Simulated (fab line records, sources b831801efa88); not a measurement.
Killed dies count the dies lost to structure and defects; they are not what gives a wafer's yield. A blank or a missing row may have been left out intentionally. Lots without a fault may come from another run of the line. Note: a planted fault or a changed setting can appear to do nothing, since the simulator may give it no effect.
fab line records	flow sky130
record: lots: 12	wafers: 36	lastDay: 50
route steps=708 shown VIA3@597 METAL4@629 VIA4@659 METAL5@677 PAD_OPEN@708
lots that met no fault: from a run of the same line without faults
startH: start of the lot's first displayed wafer, in hours after the record's first day	waitH: hours from the lot's prior step to this one	" as in the row above	L1.1+2: a single row standing in for several wafers	- no value, or no start was given	* or withheld: withheld	< > ~ a bound
route shown NAME@n: a module of which the file shows steps, and the number in the route of the first	usual: mean/standard deviation of fault-free wafers	same: alike in all rows	chamber/n: place in a boat	sites: the reading at each site	_std_site: standard deviation of those values	_edge_site: mean of outer sites minus mean of inner sites	radiusMm: for every site, how far away it sits from the centre of the wafer	mask NAME#n: copy n	behind: the most recent tool/chamber to have shaped the wafer	hold: reason for holding the lot/hours on hold/outcome of the hold	device: which transistor (n, p or np) failed to switch	end of line: tests run on the same wafers once the route is complete	a step without rows: its recipe alone	killed: dies lost to structure and defects at the first sort, not the wafer's yield	map: a wafer's dies, marking killed ones x, the rest . and places with no die _
set.NAME: setting as actually run; set.NAME@STEP: the setting as run at that earlier step	model.NAME: the simulator's own value behind a step, which no gauge read
a sample of lots followed through the steps of the route, with each step as a table and each wafer as a row
services: the hour from which a tool's chamber was out of use, counted from the record's first day as startH (under 0 if before that day), plus the number of hours and why
== steps ==
step: SKY_VIA3_CMP_24
recipe: stopOn: SiO2	tOverpolishS: 20	downForcePsi: 3.5	platenRpm: 60	targetThkNm: 0	padVelocityMS: 0.94248
usual: motorCurrentA: 10.9/1.3	overpolishRunS: 20.001/0.0089	retainingRingPressureFrac: 1.000/0.0045	timeToEndpointS: 95/3.6
lot.wafer	tool	chamber	startH	waitH	motorCurrentA	overpolishRunS	retainingRingPressureFrac	timeToEndpointS
L597.3	cmp-02	2	927.59	0.0	10.8	20.006	1.001	94
L597.4	"	1	"	"	12.3	20.018	1.002	100
L597.6	"	2	"	"	10.6	19.998	1.007	95
L599.3	cmp-01	2	946.98	0.0	13.6	20.007	1.006	92
L599.2	"	3	"	"	11.0	20.005	0.996	86
L599.4	"	1	"	"	10.4	20.005	1.001	89
L600.2	cmp-02	2	949.21	0.0	10.5	19.998	0.991	94
L600.3	"	3	"	"	9.4	20.005	1.004	97
L600.5	"	2	"	"	10.0	19.996	0.992	95
L601.3	cmp-02	0	971.39	0.0	10.0	20.014	1.005	96
L601.2	"	1	"	"	12.3	20.000	0.994	97
L601.5	"	0	"	"	10.0	19.998	0.997	97
L602.2	cmp-02	1	977.30	0.1	13.1	19.989	1.007	103
L602.3	"	2	"	"	10.0	19.987	0.997	97
L602.6	"	0	"	"	10.4	20.008	1.003	100
L605.2	cmp-02	3	994.75	0.1	9.1	19.993	1.005	99
L605.4	"	0	"	"	10.3	19.993	1.006	97
L605.5	"	2	"	"	10.7	20.001	1.008	97
L603.1	cmp-02	3	1011.68	0.2	9.3	19.993	1.001	94
L603.6	"	0	"	"	10.1	19.998	1.001	96
L603.5	"	1	"	"	12.6	20.003	0.998	101
L607.3	cmp-01	2	1012.10	0.1	13.0	20.001	1.002	93
L607.6	"	1	"	"	10.2	19.997	1.004	90
L607.5	"	2	"	"	13.5	19.992	1.001	92
L609.4	cmp-02	3	1020.73	0.6	9.1	19.988	0.996	97
L609.6	"	2	"	"	10.8	19.986	1.002	97
L609.5	"	3	"	"	9.5	19.977	0.988	99
L613.3	cmp-02	1	1045.85	0.1	12.6	19.994	1.009	100
L613.4	"	2	"	"	10.8	19.984	0.994	94
L613.1	"	3	"	"	9.9	19.998	1.000	98
L614.3	cmp-02	2	1053.28	0.0	10.8	19.987	1.005	93
L614.4	"	1	"	"	12.3	20.009	1.007	94
L614.6	"	2	"	"	10.8	20.007	1.008	90
L616.4	cmp-02	2	1066.72	0.1	10.9	20.004	1.003	94
L616.5	"	1	"	"	12.4	19.991	1.001	99
L616.6	"	2	"	"	10.2	20.005	1.001	95
step: SKY_METAL4_CD_MEAS_13
recipe: targetCdNm: 300
usual: cdNm: 300.7/1.4
lot.wafer	tool	chamber	startH	waitH	cdNm
L597.3	cdSem-02	-	977.20	-	300.9
L597.4	"	-	"	"	300.2
L597.6	"	-	"	"	300.1
L599.2	cdSem-01	-	995.63	-	301.4
L599.3	"	-	"	"	300.0
L599.4	"	-	"	"	301.2
L600.2	cdSem-02	-	998.16	-	298.0
L600.3	"	-	"	"	298.7
L600.5	"	-	"	"	297.5
L601.2	cdSem-02	-	1019.43	-	299.6
L601.3	"	-	"	"	299.9
L601.5	"	-	"	"	299.6
L602.2	cdSem-01	-	1023.06	-	300.6
L602.3	"	-	"	"	300.1
L602.6	"	-	"	"	300.0
L605.2	cdSem-02	-	1039.86	-	301.4
L605.4	"	-	"	"	302.4
L605.5	"	-	"	"	301.1
L603.1	cdSem-02	-	1056.56	-	302.1
L603.5	"	-	"	"	303.6
L603.6	"	-	"	"	301.4
L607.3	cdSem-02	-	1057.95	-	302.7
L607.5	"	-	"	"	302.3
L607.6	"	-	"	"	302.7
L609.4	cdSem-01	-	1065.77	-	301.0
L609.5	"	-	"	"	299.1
L609.6	"	-	"	"	300.4
L613.1	cdSem-01	-	1089.89	-	301.5
L613.3	"	-	"	"	301.3
L613.4	"	-	"	"	300.7
L614.3	cdSem-01	-	1095.30	-	303.1
L614.4	"	-	"	"	303.4
L614.6	"	-	"	"	303.1
L616.4	cdSem-02	-	1108.27	-	300.1
L616.5	"	-	"	"	301.6
L616.6	"	-	"	"	300.4
step: SKY_VIA4_THK_MEAS_20
recipe: thkMeasGauge: xrf	reads: W_of_VIA4_CVD_18
usual: VIA4_W_THK: 518/9.6
lot.wafer	tool	chamber	startH	waitH	VIA4_W_THK[nm]
L597.3	filmMetro-04	-	1003.01	0.1	526
L597.4	"	-	"	"	516
L597.6	"	-	"	"	515
L599.2	filmMetro-04	-	1021.75	0.1	518
L599.3	"	-	"	"	522
L599.4	"	-	"	"	522
L600.2	filmMetro-04	-	1023.41	0.1	530
L600.3	"	-	"	"	520
L600.5	"	-	"	"	521
L601.2	filmMetro-01	-	1044.93	0.1	508
L601.3	"	-	"	"	496
L601.5	"	-	"	"	506
L602.2	filmMetro-01	-	1047.80	0.1	505
L602.3	"	-	"	"	518
L602.6	"	-	"	"	505
L605.2	filmMetro-04	-	1063.91	0.1	518
L605.4	"	-	"	"	532
L605.5	"	-	"	"	534
L603.1	filmMetro-01	-	1080.60	0.1	501
L603.5	"	-	"	"	505
L603.6	"	-	"	"	518
L607.3	filmMetro-04	-	1081.76	0.1	512
L607.5	"	-	"	"	524
L607.6	"	-	"	"	519
L609.4	filmMetro-01	-	1090.00	0.1	529
L609.5	"	-	"	"	509
L609.6	"	-	"	"	524
L613.1	filmMetro-03	-	1112.70	0.1	514
L613.3	"	-	"	"	497
L613.4	"	-	"	"	514
L614.3	filmMetro-04	-	1117.89	0.1	524
L614.4	"	-	"	"	539
L614.6	"	-	"	"	520
L616.4	filmMetro-04	-	1131.13	0.1	524
L616.5	"	-	"	"	525
L616.6	"	-	"	"	520
step: SKY_METAL5_STRIP_16
recipe: chemistry: O2/N2	powerW: 1400	pressureMtorr: 1500	platenTempC: withheld	o2FlowSccm: 3000	n2FlowSccm: 300	overashFraction: 0.5
usual: drypumpMotorCurrentA: 6.0/0.4	oesProductAu: 0.710/0.0045	stripTimeToEndpointS: 13.12/0.11
lot.wafer	tool	chamber	startH	waitH	drypumpMotorCurrentA	oesProductAu	rfHoursCounterH	stripTimeToEndpointS
L597.3	plasmaAsher-03	0	1025.84	0.1	6.0	0.707	-	13.17
L597.4	"	1	"	"	6.4	0.709	-	13.32
L597.6	"	1	"	"	6.4	0.713	-	13.27
L599.2	plasmaAsher-04	1	1044.88	0.2	6.0	0.709	90	13.05
L599.3	"	1	"	"	6.0	0.712	-	13.02
L599.4	"	0	"	"	5.6	0.713	-	13.09
L600.2	plasmaAsher-01	0	1046.66	0.2	5.4	0.702	121	13.25
L600.3	"	1	"	"	6.6	0.713	-	13.26
L600.5	"	0	"	"	5.4	0.710	-	13.22
L601.2	plasmaAsher-03	0	1067.66	0.2	5.9	0.709	64	13.22
L601.3	"	0	"	"	6.0	0.701	-	13.22
L601.5	"	1	"	"	6.4	0.716	-	13.16
L602.2	plasmaAsher-03	1	1070.28	0.2	6.4	0.711	64	13.31
L602.3	"	0	"	"	6.0	0.701	-	13.23
L602.6	"	0	"	"	6.0	0.717	-	13.31
L605.2	plasmaAsher-01	0	1086.06	0.2	5.4	0.714	2	13.11
L605.4	"	1	"	"	6.6	0.707	-	13.16
L605.5	"	1	"	"	6.5	0.711	-	13.19
L603.1	plasmaAsher-01	0	1100.49	0.2	5.4	0.712	3	13.25
L603.5	"	0	"	"	5.4	0.714	-	13.13
L603.6	"	1	"	"	6.5	0.707	-	13.29
L607.3	plasmaAsher-04	0	1102.22	0.1	5.6	0.718	-	13.11
L607.5	"	1	"	"	6.0	0.714	-	13.05
L607.6	"	0	"	"	5.6	0.708	-	13.13
L609.4	plasmaAsher-01	1	1110.46	0.1	6.6	0.712	-	12.94
L609.5	"	0	"	"	5.4	0.707	-	13.07
L609.6	"	1	"	"	6.6	0.711	-	13.04
L613.1	plasmaAsher-03	0	1132.78	0.2	5.9	0.703	70	13.24
L613.3	"	0	"	"	5.9	0.714	-	13.20
L613.4	"	1	"	"	6.4	0.710	-	13.24
L614.3	plasmaAsher-04	0	1137.32	0.1	5.6	0.710	-	13.08
L614.4	"	1	"	"	6.0	0.714	-	13.21
L614.6	"	1	"	"	6.0	0.705	-	13.16
L616.4	plasmaAsher-03	0	1150.94	0.1	5.9	0.702	-	13.22
L616.5	"	1	"	"	6.4	0.708	-	12.99
L616.6	"	0	"	"	5.9	0.721	-	13.15
step: SKY_PAD_OPEN_PROBE_99
usual: defectLimitedYield: 82.8/1.9	killed_at_M0_to_M3: 42/6.9	killed_at_M4_up: 3.2/1.7	killedAtContacts: 23/5.5	killedAtFrontEnd: 16/4	killedAtOther: 0.4/0.55	killedDies: 85/9.2	killedOnRim: 16/3.5	killedOpen: 46/6.8	killedShort: 38/6.2	sort_bin_3_pad_short: 0.9/0.4	sort_bin_5_function: 10.2/1.5	sort_bin_6_memory: 6.2/1.1	sortNPass: 407/9.2	sortYieldPct: 82.8/1.9
same: grossDies: 492	killedAtBackSide: 0	sort_bin_4_leakage[%]: 0	sort_bin_8_speed[%]: 0
lot.wafer	tool	chamber	startH	waitH	defectLimitedYield[%]	killed_at_M0_to_M3	killed_at_M4_up	killedAtContacts	killedAtFrontEnd	killedAtOther	killedDies	killedOnRim	killedOpen	killedShort	sort_bin_3_pad_short[%]	sort_bin_5_function[%]	sort_bin_6_memory[%]	sortNPass	sortYieldPct[%]
L597.3	prober-01	-	1071.91	0.2	78.5	48	4	32	22	0	106	17	53	53	0.8	12.4	8.3	386	78.5
L597.4	prober-01	-	1071.96	0.2	80.9	50	2	25	17	0	94	20	42	52	1.8	9.1	8.1	398	80.9
L597.6	prober-01	-	1072.06	0.2	81.9	49	6	25	9	0	89	14	51	38	1.4	10.6	6.1	403	81.9
L599.2	prober-01	-	1091.01	0.1	83.5	42	3	18	18	0	81	19	44	36	0.6	7.9	7.9	411	83.5
L599.3	prober-01	-	1091.06	0.2	82.7	45	3	22	15	0	85	13	45	38	0.8	10.4	6.1	407	82.7
L599.4	prober-01	-	1091.11	0.2	84.1	40	3	18	17	0	78	13	42	36	1.2	9.8	4.9	414	84.1
L600.2	prober-02	-	1092.68	0.1	80.1	53	2	27	16	0	98	22	52	46	1.0	11.2	7.7	394	80.1
L600.3	prober-02	-	1092.73	0.2	82.9	40	2	29	13	0	84	16	45	39	0.8	9.3	6.9	408	82.9
L600.5	prober-02	-	1092.83	0.2	84.8	41	4	19	10	1	75	16	40	35	0.6	9.3	5.3	417	84.8
L601.2	prober-01	-	1112.23	0.1	82.5	40	4	28	13	1	86	16	39	46	0.4	11.2	5.9	406	82.5
L601.3	prober-01	-	1112.28	0.2	84.3	33	3	20	21	0	77	17	46	31	0.6	9.1	5.9	415	84.3
L601.5	prober-01	-	1112.38	0.2	81.5	39	7	27	17	1	91	15	47	43	1.4	8.9	8.1	401	81.5
L602.2	prober-02	-	1113.23	0.1	83.5	43	1	15	21	1	81	15	42	38	1.0	10.8	4.7	411	83.5
L602.3	prober-02	-	1113.28	0.2	81.1	43	2	27	21	0	93	14	42	50	0.8	11.6	6.5	399	81.1
L602.6	prober-02	-	1113.43	0.2	82.7	35	3	25	21	1	85	18	53	32	1.4	10.0	5.9	407	82.7
L605.2	prober-02	-	1129.25	0.1	85.8	37	4	20	8	1	70	15	37	33	1.0	6.9	6.3	422	85.8
L605.4	prober-02	-	1129.35	0.2	84.1	47	1	20	10	0	78	18	44	34	0.8	10.4	4.7	414	84.1
L605.5	prober-02	-	1129.40	0.2	82.7	36	6	31	12	0	85	19	55	30	1.0	11.4	4.9	407	82.7
L603.1	prober-02	-	1143.41	0.1	82.5	50	1	16	19	0	86	16	44	40	1.0	10.4	6.1	406	82.5
L603.5	prober-02	-	1143.61	0.2	84.6	44	2	14	16	0	76	17	43	32	0.8	7.5	7.1	416	84.6
L603.6	prober-02	-	1143.66	0.2	80.5	53	1	16	26	0	96	17	53	42	1.2	10.2	8.1	396	80.5
L607.3	prober-01	-	1144.66	0.2	81.5	48	4	25	14	0	91	20	49	42	1.0	10.6	6.9	401	81.5
L607.5	prober-01	-	1144.76	0.2	85.6	36	5	19	11	0	71	15	35	36	0.6	9.6	4.3	421	85.6
L607.6	prober-01	-	1144.81	0.2	84.1	43	1	14	20	0	78	20	49	29	0.8	9.3	5.7	414	84.1
L609.4	prober-01	-	1152.51	0.2	84.3	36	5	18	18	0	77	10	41	36	0.8	8.3	6.5	415	84.3
L609.5	prober-01	-	1152.56	0.2	85.4	27	2	28	14	1	72	14	38	33	1.2	8.1	5.3	420	85.4
L609.6	prober-01	-	1152.61	0.2	81.9	46	6	27	10	0	89	13	52	37	0.2	12.2	5.7	403	81.9
L613.1	prober-01	-	1171.46	0.1	63.0	148	1	19	14	0	182	41	42	31	2.4	21.1	13.4	310	63.0
L613.3	prober-01	-	1171.56	0.2	62.0	154	2	20	11	0	187	37	36	28	2.8	24.6	10.6	305	62.0
L613.4	prober-01	-	1171.61	0.2	65.9	141	4	12	11	0	168	29	34	36	2.2	17.9	14.0	324	65.9
L614.3	prober-02	-	1176.58	0.2	62.0	137	3	31	16	0	187	36	48	37	3.5	22.8	11.8	305	62.0
L614.4	prober-02	-	1176.63	0.2	63.8	138	2	25	13	0	178	31	44	36	2.6	20.7	12.8	314	63.8
L614.6	prober-02	-	1176.73	0.2	64.4	147	3	16	9	0	175	30	44	25	1.6	23.0	11.0	317	64.4
L616.4	prober-02	-	1188.78	0.2	63.4	144	0	20	15	1	180	29	36	36	2.8	22.0	11.8	312	63.4
L616.5	prober-02	-	1188.83	0.2	62.8	147	2	21	13	0	183	32	39	29	2.0	22.6	12.6	309	62.8
L616.6	prober-02	-	1188.88	0.2	61.8	155	5	16	12	0	188	35	42	40	1.8	24.0	12.4	304	61.8
killed by level:class
L597.3 VIA1:geometricParticle:short=12 LI_CONTACT:geometricParticle:open=11 CONTACT:geometricParticle:open=10 VIA1:geometricParticle:open=9 FIELD_ISO:geometricParticle:short=8 VIA3:geometricParticle:open=7 VIA2:geometricParticle:open=6 POLY_GATE:geometricParticle:short=5
L597.4 VIA1:geometricParticle:open=12 METAL1:geometricParticle:short=9 METAL2:geometricParticle:short=8 LOCAL_INTERCONNECT:geometricParticle:short=6 VIA2:geometricParticle:open=6 POLY_GATE:geometricParticle:short=5 LI_CONTACT:geometricParticle:short=5 CONTACT:geometricParticle:short=5
L597.6 VIA1:geometricParticle:open=13 VIA2:geometricParticle:open=11 CONTACT:geometricParticle:open=9 CONTACT:geometricParticle:short=5 LI_CONTACT:geometricParticle:open=4 VIA1:geometricParticle:short=4 LOCAL_INTERCONNECT:geometricParticle:short=4 METAL4:geometricParticle:short=4
L599.2 CONTACT:geometricParticle:open=10 VIA1:geometricParticle:open=7 VIA2:geometricParticle:open=7 VIA3:geometricParticle:open=7 METAL2:geometricParticle:short=5 FIELD_ISO:geometricParticle:short=4 POLY_GATE:geometricParticle:short=4 METAL1:geometricParticle:short=4
L599.3 CONTACT:geometricParticle:open=8 VIA2:geometricParticle:open=8 LI_CONTACT:geometricParticle:open=6 VIA1:geometricParticle:short=6 VIA1:geometricParticle:open=6 VIA3:geometricParticle:open=6 CONTACT:geometricParticle:short=5 FIELD_ISO:geometricParticle:open=4
L599.4 VIA1:geometricParticle:open=11 VIA1:geometricParticle:short=7 FIELD_ISO:geometricParticle:short=6 CONTACT:geometricParticle:open=6 LI_CONTACT:geometricParticle:open=5 VIA2:geometricParticle:open=5 METAL2:geometricParticle:short=5 POLY_GATE:geometricParticle:open=4
L600.2 VIA1:geometricParticle:open=15 CONTACT:geometricParticle:short=8 METAL1:geometricParticle:short=7 CONTACT:geometricParticle:open=6 VIA3:geometricParticle:open=6 LOCAL_INTERCONNECT:geometricParticle:short=5 METAL2:geometricParticle:short=5 VIA2:geometricParticle:open=5
L600.3 LI_CONTACT:geometricParticle:open=10 CONTACT:geometricParticle:open=9 VIA1:geometricParticle:open=8 VIA2:geometricParticle:open=8 FIELD_ISO:geometricParticle:short=5 METAL1:geometricParticle:short=5 POLY_GATE:geometricParticle:short=4 LOCAL_INTERCONNECT:geometricParticle:short=4
L600.5 CONTACT:geometricParticle:open=10 VIA1:geometricParticle:open=8 VIA3:geometricParticle:open=6 METAL1:geometricParticle:short=5 VIA2:geometricParticle:short=5 VIA3:geometricParticle:short=5 VIA2:geometricParticle:open=4 POLY_GATE:geometricParticle:short=3
L601.2 LI_CONTACT:geometricParticle:open=10 CONTACT:geometricParticle:short=9 CONTACT:geometricParticle:open=8 VIA2:geometricParticle:short=7 METAL1:geometricParticle:short=6 VIA2:geometricParticle:open=6 POLY_GATE:geometricParticle:short=5 VIA1:geometricParticle:short=5
L601.3 VIA1:geometricParticle:open=10 LI_CONTACT:geometricParticle:open=9 CONTACT:geometricParticle:open=7 POLY_GATE:geometricParticle:short=6 METAL2:geometricParticle:short=6 POLY_GATE:geometricParticle:open=5 VIA2:geometricParticle:open=5 FIELD_ISO:geometricParticle:short=4
L601.5 LI_CONTACT:geometricParticle:open=7 VIA3:geometricParticle:open=7 METAL1:geometricParticle:short=6 CONTACT:geometricParticle:open=6 VIA1:geometricParticle:open=6 METAL2:geometricParticle:short=6 FIELD_ISO:geometricParticle:open=5 LI_CONTACT:geometricParticle:short=5
L602.2 VIA2:geometricParticle:open=10 FIELD_ISO:geometricParticle:open=7 CONTACT:geometricParticle:open=7 VIA1:geometricParticle:open=7 METAL1:geometricParticle:short=7 FIELD_ISO:geometricParticle:short=6 VIA1:geometricParticle:short=5 METAL2:geometricParticle:short=4
L602.3 METAL1:geometricParticle:short=8 POLY_GATE:geometricParticle:short=7 LI_CONTACT:geometricParticle:open=7 VIA2:geometricParticle:open=7 VIA1:geometricParticle:open=7 VIA3:geometricParticle:short=7 LOCAL_INTERCONNECT:geometricParticle:short=6 CONTACT:geometricParticle:open=6
L602.6 CONTACT:geometricParticle:open=13 FIELD_ISO:geometricParticle:short=7 LI_CONTACT:geometricParticle:open=6 FIELD_ISO:geometricParticle:open=5 VIA1:geometricParticle:open=5 VIA3:geometricParticle:open=5 POLY_GATE:geometricParticle:short=4 VIA1:geometricParticle:short=4
L605.2 VIA1:geometricParticle:open=11 LI_CONTACT:geometricParticle:open=6 CONTACT:geometricParticle:open=6 CONTACT:geometricParticle:short=5 METAL1:geometricParticle:short=5 METAL3:geometricParticle:short=5 FIELD_ISO:geometricParticle:open=4 METAL4:geometricParticle:short=3
L605.4 METAL1:geometricParticle:short=10 CONTACT:geometricParticle:open=8 VIA1:geometricParticle:open=8 VIA2:geometricParticle:open=8 CONTACT:geometricParticle:short=6 VIA3:geometricParticle:open=6 FIELD_ISO:geometricParticle:open=4 LI_CONTACT:geometricParticle:open=4
L605.5 CONTACT:geometricParticle:open=14 VIA1:geometricParticle:open=11 LI_CONTACT:geometricParticle:open=6 VIA3:geometricParticle:open=6 FIELD_ISO:geometricParticle:open=4 LOCAL_INTERCONNECT:geometricParticle:open=4 CONTACT:geometricParticle:short=4 METAL1:geometricParticle:short=4
L603.1 VIA1:geometricParticle:open=15 LI_CONTACT:geometricParticle:open=8 METAL1:geometricParticle:short=8 FIELD_ISO:geometricParticle:open=5 VIA2:geometricParticle:open=5 FIELD_ISO:geometricParticle:short=4 SPACER:geometricParticle:short=4 VIA1:geometricParticle:short=4
L603.5 VIA1:geometricParticle:open=12 FIELD_ISO:geometricParticle:open=6 CONTACT:geometricParticle:open=5 VIA3:geometricParticle:open=5 METAL2:geometricParticle:short=5 METAL1:geometricParticle:short=4 VIA2:geometricParticle:open=4 VIA3:geometricParticle:short=4
L603.6 VIA1:geometricParticle:open=12 VIA2:geometricParticle:open=11 METAL2:geometricParticle:short=9 VIA1:geometricParticle:short=7 FIELD_ISO:geometricParticle:short=6 LI_CONTACT:geometricParticle:open=6 FIELD_ISO:geometricParticle:open=5 POLY_GATE:geometricParticle:open=5
L607.3 VIA1:geometricParticle:open=11 VIA2:geometricParticle:open=9 CONTACT:geometricParticle:open=8 METAL2:geometricParticle:short=7 LI_CONTACT:geometricParticle:open=6 VIA1:geometricParticle:short=6 LI_CONTACT:geometricParticle:short=4 CONTACT:geometricParticle:short=4
L607.5 VIA1:geometricParticle:open=7 VIA3:geometricParticle:open=7 CONTACT:geometricParticle:open=6 VIA3:geometricParticle:short=5 METAL1:geometricParticle:short=5 METAL2:geometricParticle:short=4 CONTACT:geometricParticle:short=4 METAL4:geometricParticle:short=4
L607.6 VIA1:geometricParticle:open=12 CONTACT:geometricParticle:open=6 VIA1:geometricParticle:short=6 VIA2:geometricParticle:open=6 VIA3:geometricParticle:open=6 FIELD_ISO:geometricParticle:open=5 POLY_GATE:geometricParticle:open=4 METAL1:geometricParticle:short=4
L609.4 VIA3:geometricParticle:open=12 VIA1:geometricParticle:open=7 POLY_GATE:geometricParticle:short=6 POLY_GATE:geometricParticle:open=5 CONTACT:geometricParticle:open=5 VIA2:geometricParticle:open=5 CONTACT:geometricParticle:short=4 METAL4:geometricParticle:short=4
L609.5 LI_CONTACT:geometricParticle:open=10 VIA3:geometricParticle:open=7 CONTACT:geometricParticle:open=6 VIA1:geometricParticle:short=5 FIELD_ISO:geometricParticle:short=4 LOCAL_INTERCONNECT:geometricParticle:short=4 CONTACT:geometricParticle:short=4 FIELD_ISO:geometricParticle:open=3
L609.6 VIA1:geometricParticle:open=11 CONTACT:geometricParticle:open=8 VIA2:geometricParticle:open=7 VIA3:geometricParticle:open=7 CONTACT:geometricParticle:short=6 LI_CONTACT:geometricParticle:open=5 METAL2:geometricParticle:short=5 VIA3:geometricParticle:short=5
L613.1 VIA3:unspecified=109 VIA1:geometricParticle:open=15 CONTACT:geometricParticle:open=7 VIA1:geometricParticle:short=6 FIELD_ISO:geometricParticle:short=4 POLY_GATE:geometricParticle:short=4 LI_CONTACT:geometricParticle:open=4 VIA2:geometricParticle:open=4
L613.3 VIA3:unspecified=122 VIA1:geometricParticle:open=12 CONTACT:geometricParticle:open=7 CONTACT:geometricParticle:short=7 POLY_GATE:geometricParticle:short=5 VIA3:geometricParticle:open=5 VIA3:geometricParticle:short=4 FIELD_ISO:geometricParticle:open=3
L613.4 VIA3:unspecified=98 VIA1:geometricParticle:open=8 CONTACT:geometricParticle:open=7 VIA1:geometricParticle:short=6 VIA3:geometricParticle:open=6 POLY_GATE:geometricParticle:short=5 VIA2:geometricParticle:open=5 VIA3:geometricParticle:short=5
L614.3 VIA3:unspecified=101 CONTACT:geometricParticle:open=12 VIA1:geometricParticle:open=10 LI_CONTACT:geometricParticle:open=5 CONTACT:geometricParticle:short=5 VIA2:geometricParticle:open=5 FIELD_ISO:geometricParticle:short=4 POLY_GATE:geometricParticle:open=4
L614.4 VIA3:unspecified=98 CONTACT:geometricParticle:open=11 VIA1:geometricParticle:open=10 VIA3:geometricParticle:open=8 FIELD_ISO:geometricParticle:open=7 CONTACT:geometricParticle:short=6 VIA1:geometricParticle:short=5 METAL2:geometricParticle:short=5
L614.6 VIA3:unspecified=106 VIA1:geometricParticle:open=16 FIELD_ISO:geometricParticle:short=7 CONTACT:geometricParticle:open=6 VIA2:geometricParticle:open=6 LI_CONTACT:geometricParticle:open=5 METAL2:geometricParticle:short=5 VIA3:geometricParticle:open=4
L616.4 VIA3:unspecified=106 VIA1:geometricParticle:open=12 METAL2:geometricParticle:short=7 METAL1:geometricParticle:short=6 CONTACT:geometricParticle:open=5 LI_CONTACT:geometricParticle:open=5 VIA3:geometricParticle:open=5 LOCAL_INTERCONNECT:geometricParticle:short=4
L616.5 VIA3:unspecified=114 VIA1:geometricParticle:open=9 FIELD_ISO:geometricParticle:short=6 LI_CONTACT:geometricParticle:open=6 CONTACT:geometricParticle:open=6 VIA2:geometricParticle:open=5 LOCAL_INTERCONNECT:geometricParticle:short=4 POLY_GATE:geometricParticle:open=3
L616.6 VIA3:unspecified=106 VIA3:geometricParticle:open=9 METAL2:geometricParticle:short=8 LI_CONTACT:geometricParticle:open=7 VIA1:geometricParticle:open=7 VIA2:geometricParticle:open=6 VIA2:geometricParticle:short=5 METAL1:geometricParticle:short=5
== services ==
tool	chamber	startH	hours	kind
cmp-02	-	905.50	1.2	repair
cmp-02	-	910.89	6.7	repair
cmp-01	-	912.45	4.0	pm
cmp-01	-	916.45	-	consumableReplace:conditioner
cmp-01	-	920.24	1.6	repair
plasmaAsher-04	-	935.76	2.8	pm
plasmaAsher-04	-	941.83	8.4	repair
cmp-01	-	952.05	1.2	repair
cmp-01	-	989.18	4.0	pm
cmp-02	-	1011.06	0.4	repair
cmp-01	-	1016.69	4.2	pm
plasmaAsher-04	-	1017.93	1.2	repair
plasmaAsher-01	-	1055.25	9.0	pm
plasmaAsher-01	0	1055.25	9.0	ventCycle
plasmaAsher-01	1	1055.25	9.0	ventCycle
cmp-02	-	1058.99	6.0	pm
plasmaAsher-01	0	1064.25	-	clean
plasmaAsher-01	1	1064.25	-	clean
cmp-02	-	1084.00	4.0	pm
cmp-02	-	1088.00	-	consumableReplace:conditioner
cmp-02	-	1088.00	-	consumableReplace:pad
cmp-01	-	1089.77	0.9	repair
cmp-02	-	1100.86	0.6	repair
cmp-02	-	1124.52	1.1	repair
== key ==
firstSign: step: SKY_PAD_OPEN_PROBE_99	reading: killed_at_M0_to_M3	direction: up	sigmas: 15	usual: 42	struck: 146
effect: step: SKY_PAD_OPEN_PROBE_99	reading: defectLimitedYield	direction: down	sigmas: 10	usual: 82.8	struck: 63.2
metAt SKY_VIA3_CMP_24
struckLots L613,L614,L616
notActingAt SKY_METAL4_CD_MEAS_13,SKY_VIA4_THK_MEAS_20,SKY_METAL5_STRIP_16
onsetBetween 1020.73 1045.85
alsoFits time
fault: kind: chamberParticleSource	tool: cmp-02	chamber: -	onsetH: 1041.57	steps: SKY_VIA3_CMP_24	ratePerVisitCm2: 0.48457	endH: 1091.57
